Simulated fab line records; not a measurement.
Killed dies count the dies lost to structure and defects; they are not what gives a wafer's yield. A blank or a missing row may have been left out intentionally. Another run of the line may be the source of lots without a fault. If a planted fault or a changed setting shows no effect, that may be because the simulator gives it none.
fab line records	flow gf180mcu
[record] lots = 5	wafers = 15	lastDay = 34
route steps=602 shown MVSD@136 NWELL@137 LVPWELL@138 MVPSD@139 VT_IMPLANT@140 DUAL_GATE@141 POLY_GATE@157
lots with no fault: from the same line, run without faults
startH: hours from the record's first day to the start of the lot's first wafer shown	waitH: how many hours have passed since the lot's step before this one	" repeats the value in the row above	L1.1+2: several wafers, shown together as one row	- no value present, or no start provided	* or withheld: withheld	< > ~ a bound
route shown NAME@n: NAME is a module with steps in the file, n the number in the route of the first one	usual: mean/standard deviation taken from wafers without a fault	same: alike in all rows	chamber/n: place in a boat	sites: per-site readings	_std_site: the standard deviation of these	_edge_site: mean of outer sites minus mean of inner sites	radiusMm: how far each site lies from the wafer's centre	mask NAME#n: copy n	behind: the last tool/chamber to shape the wafer	hold: the reason the lot was held/the length of the hold in hours/how it ended	device: whichever transistor did not switch (one of n, p or np)	end of line: at the end of the route, the tests of the same wafers	a step without rows: its recipe alone	killed: dies lost to structure and defects at the first sort, not the wafer's yield	map: the dies of a wafer, with x for killed, . for not killed, _ for no die there
set.NAME: the setting that was run; set.NAME@STEP: the one run at that earlier step	model.NAME: the simulator's own value behind a step, which no gauge read
certain route steps with their lots: each step a table, each wafer a row
services: from which hour (startH, from the record's first day; less than 0 if before it) a tool's chamber was out of use, for how many hours, and why
[[steps]]
[step GF_VT_IMPLANT_RS_MEAS_46]
[recipe] thkMeasGauge = four-point-probe
[usual] MVSD_RS = 451.9/1
lot.wafer	tool	chamber	startH	waitH	MVSD_RS[ohm/sq]
L076.4	filmMetro-02	-	164.63	0.1	452.7
L076.5	"	-	"	"	452.2
L076.6	"	-	"	"	452.2
L083.1	filmMetro-01	-	220.77	0.1	450.8
L083.4	"	-	"	"	451.1
L083.6	"	-	"	"	451.7
L087.1	filmMetro-01	-	250.07	0.1	452.8
L087.4	"	-	"	"	450.3
L087.6	"	-	"	"	451.9
L088.2	filmMetro-01	-	257.12	0.1	451.3
L088.4	"	-	"	"	450.9
L088.5	"	-	"	"	451.1
L094.1	filmMetro-03	-	290.79	0.1	453.6
L094.2	"	-	"	"	453.5
L094.4	"	-	"	"	451.0
[step GF_VT_IMPLANT_RS_MEAS_47]
[recipe] thkMeasGauge = four-point-probe
[usual] NWELL_RS = 488.3/1.2
lot.wafer	tool	chamber	startH	waitH	NWELL_RS[ohm/sq]
L076.4	filmMetro-02	-	164.75	0.1	487.8
L076.5	"	-	"	"	489.7
L076.6	"	-	"	"	488.9
L083.1	filmMetro-01	-	220.89	0.1	488.6
L083.4	"	-	"	"	488.4
L083.6	"	-	"	"	488.9
L087.1	filmMetro-01	-	250.19	0.1	491.2
L087.4	"	-	"	"	491.8
L087.6	"	-	"	"	489.7
L088.2	filmMetro-01	-	257.24	0.1	488.3
L088.4	"	-	"	"	488.9
L088.5	"	-	"	"	487.0
L094.1	filmMetro-03	-	290.91	0.1	487.6
L094.2	"	-	"	"	488.1
L094.4	"	-	"	"	488.0
[step GF_VT_IMPLANT_RS_MEAS_48]
[recipe] thkMeasGauge = four-point-probe
[usual] LVPWELL_RS = 1197.9/2.6
lot.wafer	tool	chamber	startH	waitH	LVPWELL_RS[ohm/sq]
L076.4	filmMetro-02	-	164.87	0.1	1197.6
L076.5	"	-	"	"	1195.2
L076.6	"	-	"	"	1197.8
L083.1	filmMetro-01	-	221.01	0.1	1200.5
L083.4	"	-	"	"	1200.8
L083.6	"	-	"	"	1196.9
L087.1	filmMetro-01	-	250.31	0.1	1196.0
L087.4	"	-	"	"	1199.3
L087.6	"	-	"	"	1197.0
L088.2	filmMetro-01	-	257.36	0.1	1197.7
L088.4	"	-	"	"	1200.3
L088.5	"	-	"	"	1204.6
L094.1	filmMetro-03	-	291.03	0.1	1201.6
L094.2	"	-	"	"	1197.5
L094.4	"	-	"	"	1201.9
[step GF_VT_IMPLANT_RS_MEAS_49]
[recipe] thkMeasGauge = four-point-probe
[usual] MVPSD_RS = 1169.5/2.7
lot.wafer	tool	chamber	startH	waitH	MVPSD_RS[ohm/sq]
L076.4	filmMetro-02	-	164.99	0.1	1172.4
L076.5	"	-	"	"	1169.1
L076.6	"	-	"	"	1173.6
L083.1	filmMetro-01	-	221.13	0.1	1167.7
L083.4	"	-	"	"	1167.9
L083.6	"	-	"	"	1171.8
L087.1	filmMetro-01	-	250.43	0.1	1174.0
L087.4	"	-	"	"	1170.7
L087.6	"	-	"	"	1175.1
L088.2	filmMetro-01	-	257.48	0.1	1168.5
L088.4	"	-	"	"	1169.8
L088.5	"	-	"	"	1173.1
L094.1	filmMetro-03	-	291.15	0.1	1165.7
L094.2	"	-	"	"	1166.4
L094.4	"	-	"	"	1169.6
[step GF_VT_IMPLANT_WET_ETCH_50]
[recipe] chemistry = dHF	targetDepthNm = 20	target = SiO2	tempC = 25	dilution = 100:1	timeS = 400
[usual] tempC = 25.00/0.11
[same] timeS = 400
lot.wafer	tool	chamber	startH	waitH	tempC
L076.4	wetBench-04	3	165.05	0.0	25.12
L076.5	"	3	"	"	25.03
L076.6	"	3	"	"	25.07
L083.1	wetBench-03	0	221.25	0.1	24.94
L083.4	"	0	"	"	24.85
L083.6	"	0	"	"	24.99
L087.1	wetBench-04	0	250.55	0.1	25.06
L087.4	"	0	"	"	24.91
L087.6	"	0	"	"	25.03
L088.2	wetBench-02	3	257.58	0.1	24.97
L088.4	"	3	"	"	24.84
L088.5	"	3	"	"	24.97
L094.1	wetBench-02	2	291.27	0.1	25.09
L094.2	"	2	"	"	24.89
L094.4	"	2	"	"	24.77
[step GF_DUAL_GATE_CLEAN_00]
[recipe] chemistry = SC1/SC2	mix = 1:4:20	tempC = 70	timeS = 150
[usual] tempC = 69.99/0.14
[same] timeS = 150
lot.wafer	tool	chamber	startH	waitH	tempC
L076.4	wetBench-03	0	165.17	0.0	69.92
L076.5	"	0	"	"	70.09
L076.6	"	0	"	"	70.04
L083.1	wetBench-04	2	221.37	0.0	70.03
L083.4	"	2	"	"	69.75
L083.6	"	2	"	"	70.03
L087.1	wetBench-03	1	250.67	0.0	70.00
L087.4	"	1	"	"	69.97
L087.6	"	1	"	"	69.74
L088.2	wetBench-03	1	257.71	0.0	69.95
L088.4	"	1	"	"	69.81
L088.5	"	1	"	"	69.93
L094.1	wetBench-04	2	291.39	0.0	69.72
L094.2	"	2	"	"	69.79
L094.4	"	2	"	"	69.74
[step GF_DUAL_GATE_CLEAN_01]
[recipe] chemistry = dHF	timeS = 20	dilution = 100:1	dry = ipaMarangoni
[same] timeS = 20
lot.wafer	tool	chamber	startH	waitH
L076.4+5+6	wetBench-04	0	165.23	0.0
L083.1+4+6	wetBench-03	0	221.42	0.0
L087.1+4+6	wetBench-04	3	250.72	0.0
L088.2+4+5	wetBench-04	0	257.76	0.0
L094.1+2+4	wetBench-04	1	291.44	0.0
[step GF_DUAL_GATE_OXIDATION_02]
[recipe] tempC = 900	ambient = O2	stabiliseS = 600	purgeS = 300	targetThkA = 108.87	oxTimeS = 1602
[usual] spikeTcLowerC = 899.1/1.5
lot.wafer	tool	chamber	startH	waitH	spikeTcLowerC
L076.4	furnace-01	0	165.61	0.4	897.8
L076.5	"	0	"	"	899.0
L076.6	"	0	"	"	900.3
L083.1	furnace-02	0	223.91	2.5	898.1
L083.4	"	0	"	"	896.1
L083.6	"	0	"	"	897.6
L087.1	furnace-01	0	250.73	0.0	902.1
L087.4	"	0	"	"	899.8
L087.6	"	0	"	"	899.8
L088.2	furnace-01	0	258.01	0.2	900.8
L088.4	"	0	"	"	899.4
L088.5	"	0	"	"	900.4
L094.1	furnace-01	0	292.72	1.3	900.7
L094.2	"	0	"	"	901.3
L094.4	"	0	"	"	900.3
[step GF_DUAL_GATE_THK_MEAS_03]
[recipe] reads = SiO2_of_DUAL_GATE_OXIDATION_02
[usual] DUAL_GATE_OXIDATION_00_THK = 10.94/0.27
lot.wafer	tool	chamber	startH	waitH	DUAL_GATE_OXIDATION_00_THK[nm]
L076.4	filmMetro-01	-	167.08	0.0	11.13
L076.5	"	-	"	"	11.12
L076.6	"	-	"	"	11.16
L083.1	filmMetro-03	-	225.36	0.0	10.95
L083.4	"	-	"	"	11.03
L083.6	"	-	"	"	11.09
L087.1	filmMetro-04	-	252.18	0.0	11.01
L087.4	"	-	"	"	10.70
L087.6	"	-	"	"	10.94
L088.2	filmMetro-01	-	259.46	0.0	10.82
L088.4	"	-	"	"	10.79
L088.5	"	-	"	"	10.77
L094.1	filmMetro-01	-	294.16	0.0	10.71
L094.2	"	-	"	"	10.82
L094.4	"	-	"	"	10.82
[step GF_DUAL_GATE_DEHYDRATE_04]
[recipe] tempC = 200	timeS = 60
[same] timeS = 60
lot.wafer	tool	chamber	startH	waitH
L076.4+5+6	lithoTrack-04	0	175.02	7.9
L083.1+4+6	lithoTrack-04	0	232.40	7.0
L087.1+4+6	lithoTrack-01	0	261.20	9.0
L088.2+4+5	lithoTrack-04	0	268.42	8.9
L094.1+2+4	lithoTrack-04	0	304.44	10.3
[step GF_DUAL_GATE_HMDS_05]
[recipe] primeTimeS = 60	primeTempC = 120
lot.wafer	tool	chamber	startH	waitH
L076.4+5+6	lithoTrack-04	0	175.17	0.1
L083.1+4+6	lithoTrack-04	0	232.55	0.1
L087.1+4+6	lithoTrack-01	0	261.35	0.1
L088.2+4+5	lithoTrack-04	0	268.57	0.1
L094.1+2+4	lithoTrack-04	0	304.59	0.1
[step GF_DUAL_GATE_COAT_06]
[recipe] resist = NOVOLAK	spinRpm = 3000	resistThkNm = 1000
lot.wafer	tool	chamber	startH	waitH
L076.4+5+6	lithoTrack-04	0	175.32	0.1
L083.1+4+6	lithoTrack-04	0	232.70	0.1
L087.1+4+6	lithoTrack-01	0	261.50	0.1
L088.2+4+5	lithoTrack-04	0	268.72	0.1
L094.1+2+4	lithoTrack-04	0	304.74	0.1
[step GF_DUAL_GATE_SOFTBAKE_07]
[recipe] tempC = 90	timeS = 60	resist = NOVOLAK
[same] timeS = 60
lot.wafer	tool	chamber	startH	waitH
L076.4+5+6	lithoTrack-04	0	175.47	0.1
L083.1+4+6	lithoTrack-04	0	232.85	0.1
L087.1+4+6	lithoTrack-01	0	261.65	0.1
L088.2+4+5	lithoTrack-04	0	268.87	0.1
L094.1+2+4	lithoTrack-04	0	304.89	0.1
[step GF_DUAL_GATE_EXPOSE_08]
[recipe] maskId = Dualgate	targetCdNm = 700	na = 0.6	sourceShape = conventional	sigmaOuter = 0.6	doseMj = 140
[usual] exposureDoseMJCm2 = 139.98/0.14
lot.wafer	tool	chamber	startH	waitH	mask	exposureDoseMJCm2
L076.4	ilineStepper-02	0	-	-	Dualgate#0	139.91
L076.5	"	0	"	"	Dualgate#0	140.00
L076.6	"	0	"	"	Dualgate#0	140.01
L083.1	ilineStepper-02	0	-	-	Dualgate#0	139.81
L083.4	"	0	"	"	Dualgate#0	139.98
L083.6	"	0	"	"	Dualgate#0	139.95
L087.1	ilineStepper-02	0	-	-	Dualgate#0	139.74
L087.4	"	0	"	"	Dualgate#0	139.89
L087.6	"	0	"	"	Dualgate#0	139.90
L088.2	ilineStepper-01	0	-	-	Dualgate#0	139.88
L088.4	"	0	"	"	Dualgate#0	139.95
L088.5	"	0	"	"	Dualgate#0	139.90
L094.1	ilineStepper-02	0	-	-	Dualgate#0	140.18
L094.2	"	0	"	"	Dualgate#0	139.90
L094.4	"	0	"	"	Dualgate#0	139.88
[step GF_DUAL_GATE_PEB_09]
[recipe] tempC = withheld	timeS = *	resist = NOVOLAK
[same] timeS = *
lot.wafer	tool	chamber	startH	waitH
L076.4+5+6	lithoTrack-01	0	-	-
L083.1+4+6	lithoTrack-04	0	-	-
L087.1+4+6	lithoTrack-03	0	-	-
L088.2+4+5	lithoTrack-03	0	-	-
L094.1+2+4	lithoTrack-04	0	-	-
[step GF_DUAL_GATE_DEVELOP_10]
[recipe] developTimeS = 60	devTempC = 23
lot.wafer	tool	chamber	startH	waitH
L076.4+5+6	lithoTrack-01	0	183.53	0.1
L083.1+4+6	lithoTrack-04	0	241.95	0.1
L087.1+4+6	lithoTrack-03	0	270.97	0.1
L088.2+4+5	lithoTrack-03	0	278.44	0.1
L094.1+2+4	lithoTrack-04	0	314.69	0.1
[step GF_DUAL_GATE_OVL_MEAS_11]
[usual] DUAL_GATE_OVL = -0.6/1.3
lot.wafer	tool	chamber	startH	waitH	DUAL_GATE_OVL[nm]
L076.4	overlay-01	-	183.62	0.1	0.8
L076.5	"	-	"	"	-0.1
L076.6	"	-	"	"	0.1
L083.1	overlay-01	-	242.10	0.1	-0.6
L083.4	"	-	"	"	0.0
L083.6	"	-	"	"	0.3
L087.1	overlay-01	-	271.12	0.1	0.7
L087.4	"	-	"	"	0.7
L087.6	"	-	"	"	2.0
L088.2	overlay-02	-	278.57	0.1	-0.1
L088.4	"	-	"	"	1.0
L088.5	"	-	"	"	0.6
L094.1	overlay-01	-	314.84	0.1	-0.3
L094.2	"	-	"	"	1.1
L094.4	"	-	"	"	1.1
[step GF_DUAL_GATE_WET_ETCH_12]
[recipe] chemistry = dHF	targetDepthNm = 13	dry = n2Spin	target = SiO2	tempC = 23.81	dilution = 100:1	timeS = 260
[usual] tempC = 23.83/0.12
[same] timeS = 260
lot.wafer	tool	chamber	startH	waitH	tempC
L076.4	wetBench-03	1	183.64	0.0	23.72
L076.5	"	1	"	"	23.82
L076.6	"	1	"	"	23.77
L083.1	wetBench-02	0	242.13	0.0	23.75
L083.4	"	0	"	"	23.74
L083.6	"	0	"	"	23.71
L087.1	wetBench-04	0	271.15	0.0	23.82
L087.4	"	0	"	"	23.85
L087.6	"	0	"	"	23.63
L088.2	wetBench-02	2	278.60	0.0	23.85
L088.4	"	2	"	"	23.86
L088.5	"	2	"	"	23.68
L094.1	wetBench-03	0	314.88	0.0	23.95
L094.2	"	0	"	"	23.84
L094.4	"	0	"	"	23.95
[step GF_DUAL_GATE_STRIP_13]
[recipe] chemistry = O2/N2	powerW = 1400	pressureMtorr = 1500	platenTempC = 250	o2FlowSccm = 3000	n2FlowSccm = 300	overashFraction = 0.5
[usual] chamberPressureMTorr = 1500.0/1.3	drypumpMotorCurrentA = 5.5/0.36	heaterPowerW = 335/14	oesProductAu = 0.716/0.0045	platenTempC = 249.99/0.18	stripTimeToEndpointS = 12.61/0.038
lot.wafer	tool	chamber	startH	waitH	chamberPressureMTorr	drypumpMotorCurrentA	heaterPowerW	oesProductAu	platenTempC	rfHoursCounterH	stripTimeToEndpointS
L076.4	plasmaAsher-04	0	183.75	0.0	1500.5	5.4	310	0.706	250.02	-	12.60
L076.5	"	0	"	"	1499.8	5.4	318	0.726	250.20	-	12.61
L076.6	"	1	"	"	1497.0	5.4	328	0.715	249.93	-	12.60
L083.1	plasmaAsher-01	1	242.29	0.0	1500.0	5.9	329	0.720	249.97	59	12.63
L083.4	"	0	"	"	1499.7	5.3	313	0.715	250.13	-	12.64
L083.6	"	1	"	"	1501.0	5.9	326	0.718	250.27	-	12.70
L087.1	plasmaAsher-02	0	271.23	0.0	1500.1	5.9	341	0.714	249.92	62	12.61
L087.4	"	1	"	"	1501.0	5.1	343	0.713	250.41	-	12.68
L087.6	"	0	"	"	1500.7	5.9	360	0.722	250.31	-	12.64
L088.2	plasmaAsher-02	1	278.68	0.0	1502.6	5.1	335	0.722	249.77	63	12.63
L088.4	"	1	"	"	1498.9	5.1	343	0.717	250.07	-	12.59
L088.5	"	1	"	"	1499.5	5.1	341	0.706	250.02	-	12.63
L094.1	plasmaAsher-04	0	314.96	0.0	1499.8	5.4	312	0.727	249.79	52	12.62
L094.2	"	1	"	"	1500.0	5.4	346	0.721	249.85	52	12.66
L094.4	"	1	"	"	1499.4	5.4	336	0.716	249.92	-	12.63
[step GF_DUAL_GATE_CLEAN_14]
[recipe] chemistry = SC1/SC2	mix = 1:4:20	tempC = 70	timeS = 150	dry = n2Spin
[usual] tempC = 69.98/0.11
[same] timeS = 150
lot.wafer	tool	chamber	startH	waitH	tempC
L076.4	wetBench-03	1	183.82	0.0	69.99
L076.5	"	1	"	"	69.92
L076.6	"	1	"	"	69.99
L083.1	wetBench-02	0	242.39	0.1	70.01
L083.4	"	0	"	"	70.04
L083.6	"	0	"	"	69.87
L087.1	wetBench-02	2	271.33	0.1	69.91
L087.4	"	2	"	"	69.89
L087.6	"	2	"	"	69.86
L088.2	wetBench-02	0	278.78	0.1	69.88
L088.4	"	0	"	"	69.92
L088.5	"	0	"	"	70.04
L094.1	wetBench-02	0	315.06	0.1	69.95
L094.2	"	0	"	"	70.09
L094.4	"	0	"	"	69.98
[step GF_DUAL_GATE_OXIDATION_15]
[recipe] tempC = 852.1	ambient = O2	stabiliseS = 600	purgeS = 300	targetThkA = 70.98	oxTimeS = 1995
[usual] spikeTcLowerC = 851.3/1.5
lot.wafer	tool	chamber	startH	waitH	spikeTcLowerC
L076.4	furnace-01	0	183.87	0.0	850.6
L076.5	"	0	"	"	850.5
L076.6	"	0	"	"	853.8
L083.1	furnace-02	0	242.51	0.0	849.6
L083.4	"	0	"	"	849.6
L083.6	"	0	"	"	848.3
L087.1	furnace-02	0	271.79	0.4	849.2
L087.4	"	0	"	"	850.5
L087.6	"	0	"	"	849.0
L088.2	furnace-01	0	279.74	0.9	852.0
L088.4	"	0	"	"	851.7
L088.5	"	0	"	"	851.6
L094.1	furnace-02	0	315.86	0.7	850.8
L094.2	"	0	"	"	850.3
L094.4	"	0	"	"	851.0
[step GF_POLY_GATE_CVD_00]
[recipe] material = poly-Si	targetThkNm = 200	tempC = 620	timeS = 1200	pressureMtorr = 200
[usual] pressureMtorr = 199.9/0.4	spikeTcLowerC = 620.0/1.3
[same] timeS = 1200
lot.wafer	tool	chamber	startH	waitH	pressureMtorr	spikeTcLowerC
L076.4	lpcvd-01	1	185.42	0.0	199.6	619.8
L076.5	"	1	"	"	199.5	620.4
L076.6	"	1	"	"	199.2	619.5
L083.1	lpcvd-02	0	244.07	0.0	199.9	618.1
L083.4	"	0	"	"	199.9	621.2
L083.6	"	0	"	"	200.5	622.3
L087.1	lpcvd-01	0	273.35	0.0	200.2	619.2
L087.4	"	0	"	"	199.5	621.1
L087.6	"	0	"	"	199.7	618.8
L088.2	lpcvd-02	0	281.51	0.2	200.1	622.5
L088.4	"	0	"	"	200.4	620.3
L088.5	"	0	"	"	200.1	621.9
L094.1	lpcvd-02	0	317.41	0.0	199.4	621.8
L094.2	"	0	"	"	199.7	619.5
L094.4	"	0	"	"	200.2	621.0
[step GF_POLY_GATE_THK_MEAS_01]
[recipe] reads = poly-Si_of_POLY_GATE_CVD_00
[usual] POLY_GATE_CVD_00_THK = 199.8/2.3
lot.wafer	tool	chamber	startH	waitH	POLY_GATE_CVD_00_THK[nm]
L076.4	filmMetro-02	-	186.78	0.0	199.9
L076.5	"	-	"	"	200.7
L076.6	"	-	"	"	200.9
L083.1	filmMetro-02	-	245.40	0.0	199.5
L083.4	"	-	"	"	198.5
L083.6	"	-	"	"	199.4
L087.1	filmMetro-04	-	274.68	0.0	202.7
L087.4	"	-	"	"	202.4
L087.6	"	-	"	"	203.9
L088.2	filmMetro-02	-	282.85	0.0	196.9
L088.4	"	-	"	"	198.9
L088.5	"	-	"	"	196.9
L094.1	filmMetro-02	-	318.75	0.0	193.5
L094.2	"	-	"	"	193.4
L094.4	"	-	"	"	194.8
[step GF_POLY_GATE_DEHYDRATE_02]
[recipe] tempC = 200	timeS = 60
[same] timeS = 60
lot.wafer	tool	chamber	startH	waitH
L076.4+5+6	lithoTrack-02	0	194.30	7.5
L083.1+4+6	lithoTrack-04	0	253.25	7.8
L087.1+4+6	lithoTrack-02	0	284.67	10.0
L088.2+4+5	lithoTrack-03	0	291.29	8.4
L094.1+2+4	lithoTrack-04	0	328.64	9.9
[step GF_POLY_GATE_HMDS_03]
[recipe] primeTimeS = 60	primeTempC = 120
lot.wafer	tool	chamber	startH	waitH
L076.4+5+6	lithoTrack-02	0	194.45	0.1
L083.1+4+6	lithoTrack-04	0	253.40	0.1
L087.1+4+6	lithoTrack-02	0	284.82	0.1
L088.2+4+5	lithoTrack-03	0	291.44	0.1
L094.1+2+4	lithoTrack-04	0	328.79	0.1
[step GF_POLY_GATE_COAT_04]
[recipe] resist = BARC	tempC = withheld	timeS = withheld	spinRpm = withheld	resistThkNm = withheld
lot.wafer	tool	chamber	startH	waitH
L076.4+5+6	lithoTrack-02	0	194.60	0.1
L083.1+4+6	lithoTrack-04	0	253.55	0.1
L087.1+4+6	lithoTrack-02	0	284.97	0.1
L088.2+4+5	lithoTrack-03	0	291.59	0.1
L094.1+2+4	lithoTrack-04	0	328.94	0.1
[step GF_POLY_GATE_COAT_05]
[recipe] resist = KrF	spinRpm = withheld	resistThkNm = 700
lot.wafer	tool	chamber	startH	waitH
L076.4+5+6	lithoTrack-02	0	-	-
L083.1+4+6	lithoTrack-04	0	-	-
L087.1+4+6	lithoTrack-02	0	-	-
L088.2+4+5	lithoTrack-03	0	-	-
L094.1+2+4	lithoTrack-04	0	-	-
[step GF_POLY_GATE_SOFTBAKE_06]
[recipe] tempC = 130	timeS = 60	resist = KrF
[same] timeS = 60
lot.wafer	tool	chamber	startH	waitH
L076.4+5+6	lithoTrack-02	0	-	-
L083.1+4+6	lithoTrack-04	0	-	-
L087.1+4+6	lithoTrack-02	0	-	-
L088.2+4+5	lithoTrack-03	0	-	-
L094.1+2+4	lithoTrack-04	0	-	-
[[services]]
tool	chamber	startH	hours	kind
furnace-01	-	145.37	2.8	pm
ilineStepper-01	-	161.43	4.1	repair
ilineStepper-02	-	165.56	1.7	pm
plasmaAsher-04	-	191.48	7.8	repair
lpcvd-01	-	203.01	28.1	pm
furnace-02	-	216.51	2.4	pm
ilineStepper-01	-	256.33	1.7	pm
ilineStepper-02	-	287.61	4.5	repair
[[key]]
fault none
